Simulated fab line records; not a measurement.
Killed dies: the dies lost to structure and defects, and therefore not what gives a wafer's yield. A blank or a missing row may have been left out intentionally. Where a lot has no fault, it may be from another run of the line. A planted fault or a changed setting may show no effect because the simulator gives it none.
Matching of chambers :: flow gf180mcu :: GF_CONTACT_CMP_27 on cmp-01: 4 sister chambers
The step polishes, stops on SiO2, t overpolish 15 s, target thk 0 nm. 4 wafers are shown with their chamber, then 8 later ones without.

WAFERS PAIRED WITH THEIR CHAMBERS
wafer: L788.1
chamber: 1
timeToEndpointS (s): 72.6

wafer: L788.5
chamber: 2
timeToEndpointS (s): 73.4

wafer: L788.6
chamber: 3
timeToEndpointS (s): 75.1

wafer: L790.2
chamber: 0
timeToEndpointS (s): 72.2

WAFERS MISSING THEIR CHAMBER
wafer: L790.5
timeToEndpointS (s): 71.0

wafer: L790.6
timeToEndpointS (s): 73.1

wafer: L798.1
timeToEndpointS (s): 70.6

wafer: L798.2
timeToEndpointS (s): 67.8

wafer: L798.3
timeToEndpointS (s): 74.0

wafer: L801.2
timeToEndpointS (s): 71.2

wafer: L801.3
timeToEndpointS (s): 67.8

wafer: L801.4
timeToEndpointS (s): 68.6

WHICH CHAMBER EACH ONE RAN IN
wafer: L790.5
from the rows above: can't be placed: 0 or 1 or 2 or 3
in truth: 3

wafer: L790.6
from the rows above: can't be placed: 2 or 1 or 0 or 3
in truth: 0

wafer: L798.1
from the rows above: can't be placed: 0 or 1 or 2 or 3
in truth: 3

wafer: L798.2
from the rows above: can't be placed: 0 or 1 or 2 or 3
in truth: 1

wafer: L798.3
from the rows above: can't be placed: 2 or 3 or 1 or 0
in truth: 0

wafer: L801.2
from the rows above: can't be placed: 0 or 1 or 2 or 3
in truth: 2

wafer: L801.3
from the rows above: can't be placed: 0 or 1 or 2 or 3
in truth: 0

wafer: L801.4
from the rows above: can't be placed: 0 or 1 or 2 or 3
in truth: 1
Correctly placed: 0 of 8. Not placeable from these rows: 8 (in 8, the candidates include the true chamber). Number placed wrongly: 0.
How it was worked out, from the rows above alone: a wafer's distance from a chamber is the root of the sum, over the readings, of the square of ((its reading less the chamber's mean) divided by the reading's scatter). If the next closest chamber is less than 2 further off than the closest, the wafer can't be placed; otherwise it belongs to the closest. Each chamber's mean is taken over the wafers shown for it. The scatter: with one shown wafer a chamber, the root of the mean of the squares of how far each hidden wafer lies from its nearest shown one.
